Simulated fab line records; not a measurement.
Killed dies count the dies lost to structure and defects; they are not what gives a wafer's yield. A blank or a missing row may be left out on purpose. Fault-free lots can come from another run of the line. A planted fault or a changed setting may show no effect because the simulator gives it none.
Matching of chambers ; flow sky130 ; cmp-01 running SKY_FIELD_ISO_CMP_27: 4 sister chambers
The step polishes, stops on Si3N4, t overpolish 16 s, target thk 457.8 nm. 8 wafers are shown with their chamber, then 9 later ones without.

WAFERS PAIRED WITH THEIR CHAMBERS
wafer;chamber;motor current A (A);overpolish run s (s)
L720.6;1;13.8;15.999
L722.2;1;13.2;15.990
L723.3;3;14.3;16.000
L723.6;0;11.8;16.012
L725.6;3;14.5;15.998
L727.1;0;11.0;15.990
L727.4;2;11.3;16.013
L727.5;2;11.3;16.006

WAFERS WITHOUT THEIR CHAMBER
wafer;motor current A (A);overpolish run s (s)
L730.4;14.0;15.992
L730.5;13.5;15.986
L730.6;11.4;15.997
L732.3;14.3;16.000
L732.5;14.4;15.996
L732.6;11.4;16.013
L737.3;14.3;16.000
L737.4;13.8;16.007
L737.5;11.8;15.995

WHICH CHAMBER EACH WENT THROUGH
wafer;from the rows above;in truth
L730.4;can't be placed: 3 or 1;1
L730.5;can't be placed: 1 or 3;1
L730.6;can't be placed: 0 or 2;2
L732.3;3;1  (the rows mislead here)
L732.5;3;3
L732.6;can't be placed: 2 or 0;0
L737.3;3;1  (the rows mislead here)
L737.4;can't be placed: 1 or 3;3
L737.5;can't be placed: 0 or 2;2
Correctly placed: 1 of 9. Cannot be placed on the basis of these rows: 6; the candidates contain the true chamber in 6. Number placed wrongly: 2.
How it was worked out, from the rows above alone: a wafer's distance from a chamber is the root of the sum, over the readings, of the square of ((its reading less the chamber's mean) divided by the reading's scatter). The wafer belongs to the nearest chamber; if the next one is less than 2 further off, it can't be placed. Each chamber's mean is taken over the wafers shown for it. The scatter: take each reading less its chamber's mean, square it, sum over the shown wafers, divide by the number of wafers less the number of chambers, and take the root.
